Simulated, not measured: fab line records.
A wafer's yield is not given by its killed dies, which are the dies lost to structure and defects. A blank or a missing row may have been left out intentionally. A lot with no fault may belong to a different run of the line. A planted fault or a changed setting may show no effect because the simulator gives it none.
fab line records ; flow gf180mcu
record lots=7; wafers=21; last_day=35
route steps=602 shown VT_IMPLANT@95
lots untouched by any fault: they come from a run of this same line in which no faults occurred
start_h: the number of hours between the record's first day and the start of the first shown wafer of the lot ; wait_h: hours from the lot's prior step to this one ; " same as the row above ; L1.1+2: one row covering several wafers at once ; - value missing, or start not given ; * or withheld: withheld ; < > ~ a bound
route shown NAME@n: NAME is a module with steps in the file, n the number in the route of the first one ; usual: mean/standard deviation of fault-free wafers ; same: alike in all rows ; chamber/n: place in a boat ; sites: per-site readings ; _std_site: standard deviation across them ; _edge_site: inner sites' mean taken away from outer sites' mean ; radius_mm: how far each site lies from the wafer's centre ; mask NAME#n: copy n ; behind: tool/chamber where the wafer was last shaped ; hold: why the lot went on hold/how many hours it stayed there/how the hold came to an end ; device: the n, p or np transistor that did not switch ; end of line: at the end of the route, the tests of the same wafers ; a step with no rows: only its recipe ; killed: at the first sort, the dies lost to defects and structure; wafer yield is something else ; map: shows each die of a wafer: x if killed, . if not, _ if none is there
set.NAME: setting as actually run; set.NAME@STEP: the setting as run at that earlier step ; model.NAME: the simulator's own value behind a step, which no gauge read
lots at selected steps of the route; one table per step, one row per wafer
services: from which hour (start_h, from the record's first day; less than 0 if before it) a tool's chamber was out of use, for how many hours, and why
## steps
# step GF_VT_IMPLANT_PEB_05
# recipe temp_c=withheld; time_s=*; resist=NOVOLAK
# step GF_VT_IMPLANT_DEVELOP_06
# recipe develop_time_s=60; dev_temp_c=23
# step GF_VT_IMPLANT_OVL_MEAS_07
# usual VT_IMPLANT_OVL=0.3/1.6
lot.wafer;tool;chamber;start_h;wait_h;VT_IMPLANT_OVL[nm]
L526.2;overlay-02;-;120.76;0.1;-1.6
L526.3;overlay-02;-;120.76;0.1;-4.1
L526.4;overlay-02;-;120.76;0.1;-1.9
L531.2;overlay-01;-;153.59;0.1;0.0
L531.5;overlay-01;-;153.59;0.1;-1.4
L531.6;overlay-01;-;153.59;0.1;-0.2
L537.1;overlay-01;-;189.95;0.1;2.3
L537.2;overlay-01;-;189.95;0.1;3.3
L537.5;overlay-01;-;189.95;0.1;0.6
L538.2;overlay-01;-;197.07;0.1;-1.0
L538.3;overlay-01;-;197.07;0.1;0.4
L538.5;overlay-01;-;197.07;0.1;-2.1
L539.1;overlay-01;-;205.95;0.1;-1.2
L539.3;overlay-01;-;205.95;0.1;-2.2
L539.5;overlay-01;-;205.95;0.1;1.0
L547.2;overlay-01;-;251.14;0.1;-0.1
L547.3;overlay-01;-;251.14;0.1;2.2
L547.4;overlay-01;-;251.14;0.1;1.4
L548.3;overlay-02;-;257.67;0.1;-1.2
L548.5;overlay-02;-;257.67;0.1;-1.4
L548.6;overlay-02;-;257.67;0.1;-1.4
# step GF_VT_IMPLANT_IMPLANT_08
# recipe species=BF2; energy_kev=20; dose_cm2=8.29e+12; tilt_deg=7.178
# step GF_VT_IMPLANT_STRIP_09
# recipe chemistry=O2/N2; power_w=1400; pressure_mtorr=1500; platen_temp_c=250; o2_flow_sccm=3000; n2_flow_sccm=300; overash_fraction=0.5
# usual drypump_motor_current_A=5.9/0.38; heater_power_w=345/41; o2_flow_sccm=2999/7.5; oes_product_au=0.716/0.0039; strip_time_to_endpoint_s=12.63/0.036
lot.wafer;tool;chamber;start_h;wait_h;drypump_motor_current_A;heater_power_w;o2_flow_sccm;oes_product_au;rf_hours_counter_h;strip_time_to_endpoint_s
L526.2;plasma_asher-04;1;120.94;0.1;5.5;385;3000;0.710;42;12.59
L526.3;plasma_asher-04;0;120.94;0.1;5.6;349;3003;0.717;-;12.60
L526.4;plasma_asher-04;1;120.94;0.1;5.5;394;3002;0.714;-;12.59
L531.2;plasma_asher-04;0;153.77;0.1;5.6;342;3004;0.713;46;12.59
L531.5;plasma_asher-04;0;153.77;0.1;5.6;336;2996;0.716;-;12.61
L531.6;plasma_asher-04;1;153.77;0.1;5.5;388;2992;0.722;-;12.56
L537.1;plasma_asher-02;1;190.14;0.1;6.1;310;2997;0.713;8;12.65
L537.2;plasma_asher-02;0;190.14;0.1;6.5;391;3004;0.718;8;12.60
L537.5;plasma_asher-02;0;190.14;0.1;6.5;397;3001;0.717;-;12.63
L538.2;plasma_asher-04;1;197.25;0.1;5.5;387;2999;0.713;50;12.63
L538.3;plasma_asher-04;1;197.25;0.1;5.5;379;3007;0.713;-;12.61
L538.5;plasma_asher-04;0;197.25;0.1;5.7;337;2993;0.719;-;12.64
L539.1;plasma_asher-02;1;206.14;0.1;6.1;302;2993;0.714;9;12.60
L539.3;plasma_asher-02;0;206.14;0.1;6.5;400;3005;0.712;-;12.66
L539.5;plasma_asher-02;1;206.14;0.1;6.1;308;2997;0.713;-;12.58
L547.2;plasma_asher-03;0;251.32;0.1;6.0;301;3001;0.714;46;12.62
L547.3;plasma_asher-03;1;251.32;0.1;5.6;278;2993;0.720;-;12.60
L547.4;plasma_asher-03;0;251.32;0.1;6.0;299;3009;0.713;-;12.61
L548.3;plasma_asher-04;1;257.88;0.1;5.5;392;2993;0.717;-;12.57
L548.5;plasma_asher-04;0;257.88;0.1;5.6;335;2990;0.717;-;12.64
L548.6;plasma_asher-04;1;257.88;0.1;5.4;380;3007;0.717;-;12.61
# step GF_VT_IMPLANT_TW_MEAS_10
# usual VT_IMPLANT_TW=557.3/2.9
lot.wafer;tool;chamber;start_h;wait_h;VT_IMPLANT_TW
L526.2;film_metro-01;-;121.05;0.1;554.6
L526.3;film_metro-01;-;121.05;0.1;553.0
L526.4;film_metro-01;-;121.05;0.1;553.6
L531.2;film_metro-02;-;153.88;0.1;561.8
L531.5;film_metro-02;-;153.88;0.1;560.6
L531.6;film_metro-02;-;153.88;0.1;558.3
L537.1;film_metro-01;-;190.24;0.1;557.2
L537.2;film_metro-01;-;190.24;0.1;554.7
L537.5;film_metro-01;-;190.24;0.1;554.9
L538.2;film_metro-01;-;197.36;0.1;550.8
L538.3;film_metro-01;-;197.36;0.1;553.9
L538.5;film_metro-01;-;197.36;0.1;556.0
L539.1;film_metro-01;-;206.24;0.1;556.2
L539.3;film_metro-01;-;206.24;0.1;557.5
L539.5;film_metro-01;-;206.24;0.1;553.4
L547.2;film_metro-01;-;251.43;0.1;558.9
L547.3;film_metro-01;-;251.43;0.1;553.1
L547.4;film_metro-01;-;251.43;0.1;552.5
L548.3;film_metro-02;-;257.96;0.1;559.8
L548.5;film_metro-02;-;257.96;0.1;561.0
L548.6;film_metro-02;-;257.96;0.1;560.6
# step GF_VT_IMPLANT_DEHYDRATE_11
# recipe temp_c=200; time_s=60
# step GF_VT_IMPLANT_HMDS_12
# recipe prime_time_s=60; prime_temp_c=120
# step GF_VT_IMPLANT_COAT_13
# recipe resist=NOVOLAK; spin_rpm=3000; resist_thk_nm=1000
# step GF_VT_IMPLANT_SOFTBAKE_14
# recipe temp_c=90; time_s=60; resist=NOVOLAK
# step GF_VT_IMPLANT_EXPOSE_15
# recipe mask_id=Nwell_LV_AREA; target_cd_nm=860; na=0.6; source_shape=conventional; sigma_outer=0.6; dose_mj=140
# step GF_VT_IMPLANT_PEB_16
# recipe temp_c=withheld; time_s=*; resist=NOVOLAK
# step GF_VT_IMPLANT_DEVELOP_17
# recipe develop_time_s=60; dev_temp_c=23
# usual chill_plate_temp_C=23.01/0.12; develop_time_s=60/0; exhaust_pa=45.0/1
lot.wafer;tool;chamber;start_h;wait_h;chill_plate_temp_C;develop_time_s;exhaust_pa
L526.2;litho_track-02;0;137.08;0.1;23.14;60;44.7
L526.3;litho_track-02;0;137.08;0.1;22.92;60;45.7
L526.4;litho_track-02;0;137.08;0.1;22.97;60;45.5
L531.2;litho_track-03;0;170.13;0.1;22.97;60;45.9
L531.5;litho_track-03;0;170.13;0.1;23.07;60;44.5
L531.6;litho_track-03;0;170.13;0.1;23.02;60;46.5
L537.1;litho_track-03;-;207.61;0.1;-;-;-
L537.2;litho_track-03;-;207.61;0.1;-;-;-
L537.5;litho_track-03;-;207.61;0.1;-;-;-
L538.2;litho_track-03;-;214.48;0.1;-;-;-
L538.3;litho_track-03;-;214.48;0.1;-;-;-
L538.5;litho_track-03;-;214.48;0.1;-;-;-
L539.1;litho_track-03;-;223.96;0.1;-;-;-
L539.3;litho_track-03;-;223.96;0.1;-;-;-
L539.5;litho_track-03;-;223.96;0.1;-;-;-
L547.2;litho_track-03;0;271.33;0.1;22.97;60;44.8
L547.3;litho_track-03;0;271.33;0.1;23.14;60;42.9
L547.4;litho_track-03;0;271.33;0.1;22.76;60;44.9
L548.3;litho_track-03;0;277.46;0.1;23.17;60;43.9
L548.5;litho_track-03;0;277.46;0.1;22.90;60;43.8
L548.6;litho_track-03;0;277.46;0.1;23.10;60;43.5
# step GF_VT_IMPLANT_OVL_MEAS_18
# usual VT_IMPLANT_01_OVL=-0.3/1.4
lot.wafer;tool;chamber;start_h;wait_h;VT_IMPLANT_01_OVL[nm]
L526.2;overlay-02;-;137.21;0.1;-3.5
L526.3;overlay-02;-;137.21;0.1;-2.2
L526.4;overlay-02;-;137.21;0.1;-3.3
L531.2;overlay-01;-;170.27;0.1;-1.3
L531.5;overlay-01;-;170.27;0.1;-0.3
L531.6;overlay-01;-;170.27;0.1;-0.7
L537.1;overlay-01;-;207.76;0.1;-
L537.2;overlay-01;-;207.76;0.1;-
L537.5;overlay-01;-;207.76;0.1;-
L538.2;overlay-01;-;214.61;0.1;-
L538.3;overlay-01;-;214.61;0.1;-
L538.5;overlay-01;-;214.61;0.1;-
L539.1;overlay-02;-;224.11;0.1;-
L539.3;overlay-02;-;224.11;0.1;-
L539.5;overlay-02;-;224.11;0.1;-
L547.2;overlay-01;-;271.46;0.1;1.6
L547.3;overlay-01;-;271.46;0.1;1.6
L547.4;overlay-01;-;271.46;0.1;1.4
L548.3;overlay-01;-;277.57;0.1;-0.3
L548.5;overlay-01;-;277.57;0.1;0.1
L548.6;overlay-01;-;277.57;0.1;-0.5
## services
tool;chamber;start_h;hours;kind
plasma_asher-03;-;104.47;2.0;repair
plasma_asher-02;-;108.75;9.0;pm
plasma_asher-02;0;108.75;9.0;vent_cycle
plasma_asher-02;1;108.75;9.0;vent_cycle
plasma_asher-02;0;117.75;-;clean
plasma_asher-02;1;117.75;-;clean
litho_track-02;-;119.26;-;consumable_replace:filter
plasma_asher-02;-;229.50;0.8;repair
plasma_asher-03;-;255.41;28.2;repair
## key
first_sign step=GF_VT_IMPLANT_DEVELOP_17; reading=tool_record; direction=missing
effect none on later readings
met_at GF_VT_IMPLANT_DEVELOP_17
struck_wafers L537.1,L537.2,L537.5,L538.2,L538.3,L538.5,L539.1,L539.3,L539.5
later_rows_left_out L537.1,L537.2,L537.5,L538.2,L538.3,L538.5,L539.1,L539.3,L539.5
sort_left_out L537.1,L537.2,L537.5,L538.2,L538.3,L538.5,L539.1,L539.3,L539.5
tester_left_out L537,L538,L539
onset_between 170.13 207.61
fault kind=skipped_step_whole; tool=litho_track-03; chamber=-; onset_h=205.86; steps=GF_VT_IMPLANT_DEVELOP_17; scope=struck_lots_only
# tester_left_out: of these lots the tester's yield and bins aren't shown, on N5 and GAA mostly nor the transistor test; their killed dies are dies lost to structure and defects alone, not to doping, threshold or leakage, so they don't give the yield
# sort_left_out: the simulated sort isn't trusted on such a fault, so these wafers' sort isn't shown, and their yield isn't known
# later_rows_left_out: the simulator's readings of these wafers behind a module that went badly wrong aren't trusted and aren't shown, but for the sort
